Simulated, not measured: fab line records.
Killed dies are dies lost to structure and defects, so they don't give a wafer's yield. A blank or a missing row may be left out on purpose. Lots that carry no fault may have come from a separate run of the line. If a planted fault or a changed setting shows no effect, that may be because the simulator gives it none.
Code-filled problem report in 8D (eight disciplines) form + flow sky130 + the parts of the form that need people (team, actions taken, sign-off) are left out

## 1. THE PROBLEM
Mean of beam-energy-keV at SKY_VT_ADJUST_LVTN_IMPLANT_19: 28.566 across 6 wafers in 2 lots; on wafers with no fault it is 29.999 (standard deviation 0.0082). So: -99 or more standard deviations from the usual mean.
Seen first at day 10 16:29 on implanter-04, wafer L460.2. The record holds 18 wafers of 6 lots with a number at this step. By rule, "out" or "out of limits" means more than 4 standard deviations away from the usual mean. The other wafers with a number count as sound.

## 2. WHAT IT IS, AND WHAT IT ISN'T
| question                    | is                     | is not                                                                   |
|-----------------------------|------------------------|--------------------------------------------------------------------------|
| which readings at this step | beam-energy-keV        | -                                                                        |
| which lots                  | L460, L464             | L450, L451, L468, L470                                                   |
| which wafers of those lots  | all that have a number | -                                                                        |
| read on which tools         | implanter-04           | implanter-01, implanter-02                                               |
| when                        | from day 10 16:29      | up to then (6 sound wafers); but 6 sound wafers of L468, L470 came after |

## 3. WHAT RULES OUT EACH SUSPECT
Counting: a tool at any process step up to the reading remains a suspect when it ran all the lots that are out and ran no sound lot after the first of those.
- implanter-04 at SKY_VT_ADJUST_LVTN_IMPLANT_19: kept. Every lot that is out went through it, starting with L460 (day 10 16:29), and after that it ran no sound lot; the last sound lot it ran before then is L450 (day 8 01:46). Its own beam-energy-keV readings are out on those wafers.
Remaining after the count: implanter-04 at SKY_VT_ADJUST_LVTN_IMPLANT_19.

## 4. THE CAUSE (what the simulator had put in)
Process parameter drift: implanter-04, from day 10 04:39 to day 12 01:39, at SKY_VT_ADJUST_LVTN_IMPLANT_19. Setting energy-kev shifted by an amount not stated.
The count eliminated every tool but this one.

## 5. THE EFFECT CHAIN, in route order
Each row: a reading where the mean over the struck wafers with a number is more than 3 standard deviations away from the usual. Scope: only readings with a usual standard deviation given in the record; hours: median across lots of the time from each lot's start at the first step in this table that gives one to its start at this step; sigmas: change in usual standard deviations.
| hours | step                          | reading         | usual  | on struck wafers | change | sigmas      |
|-------|-------------------------------|-----------------|--------|------------------|--------|-------------|
| 0     | SKY_VT_ADJUST_LVTN_IMPLANT_19 | beam-energy-keV | 29.999 | 28.566           | -1.433 | -99 or more |
Its process steps:
- SKY_VT_ADJUST_LVTN_IMPLANT_19

## 6. WHAT WOULD HAVE CAUGHT IT SOONER
In this record the first reading out of limits was taken at day 10 16:29, 12 hours after the fault began at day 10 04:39.
